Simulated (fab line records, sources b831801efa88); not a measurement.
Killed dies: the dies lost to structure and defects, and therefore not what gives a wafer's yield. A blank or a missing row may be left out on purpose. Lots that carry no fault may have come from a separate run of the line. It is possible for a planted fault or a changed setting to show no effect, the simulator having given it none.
Struck lot and sound lot, side by side ; flow sky130 ; 23 steps out of a route of 708
Sound: these wafers, L120.1, L120.2, L120.3. Struck: wafers L138.1, L138.3, L138.5. The cause is given at the end.
Per side, at each step with rows, come the tool, then ch with its chambers, and then its first start. Under that, the readings that differ: sound wafers ; struck wafers ; difference of the means ; sigmas: that difference in standard deviations of wafers without a fault.
alike: readings with means less than 2 such deviations apart, plus words and numbers identical on both sides. not compared: withheld readings, readings lacking a value on some wafer, bounds such as >300 that could conceal the same value, and numbers that have no deviation in the record and whose values overlap.
Wherever a step has rows on one side only, a row that says differs or no value, or a row with sigmas, the two part there. Non-overlapping numbers with no deviation appear without sigmas and do not part them. A reading missing from all wafers of one side parts the sides only when that side holds two or more wafers.

SKY_PASSIVATION_CVD_00: deposits SiO2, target thk 90 nm.
  sound on pecvd-04 ch 0,1,2, day 43 14:34; struck on pecvd-04 ch 0,2, day 49 16:53
  alike: heater power w
SKY_PASSIVATION_THK_MEAS_01:
  sound: film metro-01 at day 43 14:35; struck: film metro-02 at day 49 16:55
  alike: PASSIVATION_CVD_00_THK
SKY_PASSIVATION_CVD_02: deposits Si3N4, target thk 540 nm.
  sound on pecvd-02 ch 0,2, day 43 14:39; struck on pecvd-02 ch 0,1, day 49 16:59
  alike: heater power w
SKY_PASSIVATION_THK_MEAS_03:
  sound: film metro-02 at day 43 14:59; struck: film metro-01 at day 49 17:12
  alike: PASSIVATION_CVD_02_THK
then, 7 steps without rows for these wafers: SKY_PASSIVATION_DEHYDRATE_04 (time 60 s); SKY_PASSIVATION_HMDS_05 (prime time 60 s); SKY_PASSIVATION_COAT_06 (resist thk 3000 nm); SKY_PASSIVATION_SOFTBAKE_07; SKY_PASSIVATION_EXPOSE_08 (exposes mask NSM, target cd 3000 nm); SKY_PASSIVATION_PEB_09; SKY_PASSIVATION_DEVELOP_10 (develop time 60 s).
SKY_PASSIVATION_ETCH_11: etches the open film in CF4/O2, stops on AlCu, target depth 725 nm, time 161.1 s.
  sound on rie diel-03 ch 1,2,3, day 44 12:59; struck on rie diel-02 ch 1,3, day 50 09:10
  alike: drypump motor current A, oes product au, throttle valve pct
  not compared: rf hours counter h
SKY_PASSIVATION_STRIP_12: strips in O2/N2.
  sound on plasma asher-03 ch 0,1, day 44 13:05; struck on plasma asher-04 ch 1, day 50 09:16
  no value came back on the struck wafers for chamber pressure mTorr (mTorr), drypump motor current A (A), oes product au (a.u.), strip time to endpoint s (s); on the sound wafers chamber pressure mTorr (mTorr) reads 1499.8 1500.3 1498.3
reading;sound;struck;difference;sigmas
model.coat_of_PASSIVATION_COAT_06.thk nm (nm);0 0 0;2489 2490 2493;+2491;
  not compared: rf hours counter h
then, 7 steps without rows for these wafers: SKY_PAD_OPEN_DEHYDRATE_00 (time 60 s); SKY_PAD_OPEN_HMDS_01 (prime time 60 s); SKY_PAD_OPEN_COAT_02 (resist thk 3000 nm); SKY_PAD_OPEN_SOFTBAKE_03; SKY_PAD_OPEN_EXPOSE_04 (exposes mask PDM, target cd 60000 nm); SKY_PAD_OPEN_PEB_05; SKY_PAD_OPEN_DEVELOP_06 (develop time 60 s).
SKY_PAD_OPEN_ETCH_07: etches the open film in CF4/O2, stops on AlCu, target depth 725 nm, time 161.1 s.
  sound on rie diel-01 ch 0,1,2, day 45 10:10; struck on rie diel-02 ch 1,3, day 51 01:29
  alike: drypump motor current A, oes product au, throttle valve pct
  not compared: rf hours counter h
SKY_PAD_OPEN_STRIP_08: strips in O2/N2.
  sound on plasma asher-04 ch 0,1, day 45 10:22; struck on plasma asher-04 ch 0,1, day 51 01:36
reading;sound;struck;difference;sigmas
oes product au (a.u.);0.667 0.668 0.666;0.699 0.681 0.700;+0.026;+6
strip time to endpoint s (s);37.18 37.13 37.19;73.77 73.84 73.84;+36.65;+99 or more
  alike: chamber pressure mTorr, drypump motor current A
  not compared: rf hours counter h
then, 1 step without rows for these wafers: SKY_PAD_OPEN_STRIP_09 (strips in post etch residue remover, time 1200 s).

== WHERE THEY PART ==
Last at SKY_PAD_OPEN_STRIP_08 as far as this record goes, first at SKY_PASSIVATION_STRIP_12.

WHY: whatever the simulator had introduced
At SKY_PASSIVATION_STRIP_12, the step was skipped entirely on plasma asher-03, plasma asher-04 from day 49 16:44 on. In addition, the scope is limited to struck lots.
